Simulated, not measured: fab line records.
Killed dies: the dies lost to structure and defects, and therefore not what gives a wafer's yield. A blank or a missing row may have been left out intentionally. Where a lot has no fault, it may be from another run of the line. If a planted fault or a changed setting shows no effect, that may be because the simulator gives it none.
Check of tool commonality    flow sky130    30 wafers sampled across 10 lots

WHY THIS WAS OPENED
Of 10 lots, 3 have the reading VIA4_W_RS flagged at SKY_VIA4_RS_MEAS_19. No-fault wafers: 0.2271 ohm/sq, standard deviation 0.0025.
Rule: flag the lot when none of its wafers has a number, or when each of its wafers that has one lies beyond 4 standard deviations from that mean. The rest of the lots are taken to be sound.

lot   measured      on             VIA4_W_RS (ohm/sq), wafer by wafer  flag
L677  day 44 01:16  film metro-01  0.2222 0.2238 0.2223                
L679  day 44 14:32  film metro-02  0.2279 0.2321 0.2305                
L681  day 45 06:55  film metro-02  0.2308 0.2287 0.2278                
L687  day 46 22:05  film metro-01  0.2281 0.2267 0.2282                
L688  day 46 22:40  film metro-03  0.2250 0.2257 0.2285                
L689  day 47 09:00  film metro-01  0.1141 0.1140 0.1136                FLAGGED
L690  day 47 12:22  film metro-01  0.2303 0.2318 0.2281                
L691  day 47 16:25  film metro-01  0.1112 0.1132 0.1109                FLAGGED
L694  day 48 03:01  film metro-03  0.1127 0.1141 0.1125                FLAGGED
L693  day 48 08:40  film metro-03  0.2299 0.2262 0.2236                
The mean of the flagged lots' numbers is 0.1129 ohm/sq, -0.1142 ohm/sq from the usual (-46 standard deviations).

EACH LOT AND THE TOOL IT RAN ON
Before the reading, the record contains 2 process steps out of a 708-step route. In each cell: the tool, then ch and the chambers that the sampled wafers went through, then the start.
lot   flag     SKY_METAL4_SPUTTER_02         SKY_VIA4_CVD_18
L677           pvd sputter-01, day 40 23:07  cvd w-01 ch 0,1, day 44 01:05
L679           pvd sputter-01, day 41 13:16  cvd w-02 ch 0,1, day 44 14:23
L681           pvd sputter-01, day 42 05:23  cvd w-02 ch 0,1, day 45 06:47
L687           pvd sputter-02, day 44 00:49  cvd w-02 ch 0,1, day 46 21:56
L688           pvd sputter-01, day 44 02:04  cvd w-01 ch 0,1, day 46 22:30
L689  FLAGGED  pvd sputter-02, day 44 12:49  cvd w-02 ch 0,1, day 47 08:32
L690           pvd sputter-03, day 44 17:22  cvd w-02 ch 0,1, day 47 12:11
L691  FLAGGED  pvd sputter-01, day 44 21:37  cvd w-01 ch 0,1, day 47 15:47
L694  FLAGGED  pvd sputter-01, day 45 10:05  cvd w-01 ch 0,1, day 48 02:32
L693           pvd sputter-01, day 45 15:58  cvd w-01 ch 0,1, day 48 08:31
What these steps do:
- SKY_METAL4_SPUTTER_02: material AlCu, target thk 735 nm, time 39.1 s.
- SKY_VIA4_CVD_18: deposits W, target thk 505 nm, time 152.14 s.
- SKY_VIA4_RS_MEAS_19: measures by four-point-probe.

FLAGGED AGAINST TOTAL, ONE TOOL AT A TIME (gauges that did the reading follow at the end)
step                   tool            lots run  flagged  share of the flagged lots  sound lots run after its first flagged lot
SKY_METAL4_SPUTTER_02  pvd sputter-01  7         2        some                       1 (L693)
SKY_METAL4_SPUTTER_02  pvd sputter-02  2         1        some                       0
SKY_METAL4_SPUTTER_02  pvd sputter-03  1         0        none                       -
SKY_VIA4_CVD_18        cvd w-01        5         2        some                       1 (L693)
SKY_VIA4_CVD_18        cvd w-02        5         1        some                       1 (L690)
SKY_VIA4_RS_MEAS_19    film metro-01   5         2        some                       1 (L690)
SKY_VIA4_RS_MEAS_19    film metro-02   2         0        none                       -
SKY_VIA4_RS_MEAS_19    film metro-03   3         1        some                       1 (L693)

WHAT IS ALLOWED BY THE TABLE
No row of the table ran every flagged lot.

WHAT THE SIMULATOR HAD INSERTED
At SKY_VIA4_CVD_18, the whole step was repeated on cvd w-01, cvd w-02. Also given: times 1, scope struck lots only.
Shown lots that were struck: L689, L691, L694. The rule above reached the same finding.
